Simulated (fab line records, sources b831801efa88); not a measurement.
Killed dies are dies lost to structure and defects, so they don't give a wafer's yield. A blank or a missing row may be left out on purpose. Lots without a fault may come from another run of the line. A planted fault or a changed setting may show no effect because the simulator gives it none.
A struck lot beside a sound one | flow sky130 | 15 steps out of a route of 708
Sound: wafers L340.1, L340.4, L340.6. Struck: wafers L332.2, L332.3, L332.4. The cause comes at the end.
At each step with rows: each side's tool, then ch and its chambers, then its first start. Under that, the readings that differ: sound wafers | struck wafers | difference of the means | sigmas: that difference in standard deviations of wafers without a fault.
alike: readings whose means differ by less than 2 such deviations, and words and numbers that are the same on both sides. not compared: withheld readings, readings that some wafer has no value for, bounds like >300 that may hide the same value, and numbers for which the record gives no deviation and whose values overlap.
The two part at a step that has a row with sigmas, a row that says differs or no value, or rows on one side only. Numbers that don't overlap but have no deviation are shown without sigmas and don't part them. A reading that every wafer of one side lacks parts them only if that side has two wafers or more.

first, 4 steps without rows for these wafers: SKY_LDD_N_SOFTBAKE_03 (time 57.87 s); SKY_LDD_N_EXPOSE_04 (exposes mask NTM, target cd 840 nm); SKY_LDD_N_PEB_05; SKY_LDD_N_DEVELOP_06 (develop time 60 s).
SKY_LDD_N_OVL_MEAS_07:
  sound on overlay-01, day 24 02:14; struck on overlay-02, day 22 03:25
  alike: LDD_N_OVL
then, 7 steps without rows for these wafers: SKY_LDD_N_IMPLANT_08; SKY_LDD_N_IMPLANT_09; SKY_LDD_N_IMPLANT_10; SKY_LDD_N_IMPLANT_11; SKY_LDD_N_IMPLANT_12; SKY_LDD_N_IMPLANT_13; SKY_LDD_N_IMPLANT_14.
SKY_LDD_N_IMPLANT_15:
  sound on implanter-02 ch 0, day 24 03:19; struck on implanter-04 ch 0, day 22 04:35
  reading       | sound                     | struck                       | difference | sigmas
  dose_ions_cm2 | 4.999e+12 5e+12 4.999e+12 | 4.684e+12 4.69e+12 4.693e+12 | -3.103e+11 | -62
SKY_LDD_N_STRIP_16: strips in O2/N2.
  sound on plasma_asher-01 ch 0,1, day 24 03:28; struck on plasma_asher-01 ch 0,1, day 22 04:43
  alike: drypump_motor_current_A, oes_product_au, strip_time_to_endpoint_s
  not compared: rf_hours_counter_h
-- the record jumps here: 26 days lie between the struck wafers' starts before and after (it left off in module LDD_N and takes up again in module PAD_OPEN, whose first step shown is number 708 of the route) --
SKY_PAD_OPEN_PROBE_99:
  sound on prober-01, day 50 00:02; struck on prober-01, day 48 15:29
  alike: killed_at_M0_to_M3, killed_at_M4_up, killed_at_contacts, killed_at_front_end, killed_at_other, killed_dies, killed_open, killed_short

WHERE THEY PART
Only at SKY_LDD_N_IMPLANT_15, within this record. Later steps at which nothing parts them and some readings are alike: SKY_LDD_N_STRIP_16, SKY_PAD_OPEN_PROBE_99.

WHY: what the simulator had put in
Process parameter drift: implanter-04, from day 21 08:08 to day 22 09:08, at SKY_LDD_N_IMPLANT_15. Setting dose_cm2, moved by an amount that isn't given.
